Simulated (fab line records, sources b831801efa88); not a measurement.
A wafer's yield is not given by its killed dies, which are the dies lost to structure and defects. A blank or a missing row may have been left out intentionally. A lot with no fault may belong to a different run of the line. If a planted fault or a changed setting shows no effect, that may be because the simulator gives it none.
A struck lot beside a sound one -- flow gf180mcu -- 15 steps out of a route of 602
Sound: wafers L961.1, L961.3, L961.5. Wafers struck: L967.4, L967.5, L967.6. At the end, the cause is stated.
At each step with rows: each side's tool, then ch and its chambers, then its first start. Under that, the readings that differ: sound wafers -- struck wafers -- difference of the means -- sigmas: that difference in standard deviations of wafers without a fault.
alike: same words and numbers on both sides, and readings whose means sit less than 2 such deviations apart. not compared: any withheld reading, any reading some wafer has no value for, any bound like >300 that may hide the same value, and any number with overlapping values for which the record gives no deviation.
The two part at a step that has a row with sigmas, a row that says differs or no value, or rows on one side only. When numbers do not overlap yet have no deviation, they are printed without sigmas and do not part them. A reading that every wafer of one side lacks parts them only if that side has two wafers or more.

GF_V2_CMP_04: polishes SiO2.
  sound on cmp-02 ch 0,3, day 19 10:45; struck on cmp-01 ch 1,2,3, day 21 21:55
  alike: motorCurrentA, slurryFlowMlMin, timeToEndpointS
GF_V2_BOW_MEAS_05:
  sound on filmMetro-03, day 19 11:00; struck on filmMetro-03, day 21 22:10
  alike: V2_BOW
then, 8 steps without rows for these wafers: GF_V2_DEHYDRATE_06 (time 60 s); GF_V2_HMDS_07 (prime time 60 s); GF_V2_COAT_08; GF_V2_COAT_09 (resist thk 1000 nm); GF_V2_SOFTBAKE_10 (time 60 s); GF_V2_EXPOSE_11 (exposes mask Via2, target cd 260 nm); GF_V2_PEB_12 (peb time 90 s); GF_V2_DEVELOP_13 (develop time 60 s).
GF_V2_CD_MEAS_14: the cd target is 260 nm.
  sound on cdSem-02, day 20 11:10; struck on cdSem-01, day 22 21:06
  alike: cdNm
GF_V2_OVL_MEAS_15:
  sound on overlay-01, day 20 11:17; struck on overlay-02, day 22 21:11
  alike: V2_OVL
GF_V2_ETCH_16: etches BARC in N2/H2.
  sound on rieDiel-01 ch 1,2, day 20 11:20; struck on rieDiel-02 ch 2,3, day 22 21:12
reading,sound,struck,difference,sigmas
rfFwdPowerW (W),498.0 495.6 496.7,576.0 575.7 575.3,+78.9,+34
  alike: biasW, drypumpMotorCurrentA, oesProductAu, throttleValvePct
GF_V2_ETCH_17: etches SiO2 in C4F8/O2/Ar, stops on TiN, target depth 630 nm.
  sound: rieDiel-01 ch 1,2; struck: rieDiel-02 ch 2,3
  alike: biasW, oesProductAu, rfFwdPowerW
GF_PASSIVATION_PROBE_99:
  rows exist in the record for the sound wafers here (prober-02, day 29 04:43), none for the struck ones

WHERE THEY PART
First at GF_V2_ETCH_16; last, within this record, at GF_PASSIVATION_PROBE_99.

WHY: what the simulator had put in
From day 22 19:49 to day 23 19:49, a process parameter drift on rieDiel-02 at GF_V2_ETCH_16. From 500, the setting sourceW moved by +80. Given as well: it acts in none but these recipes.
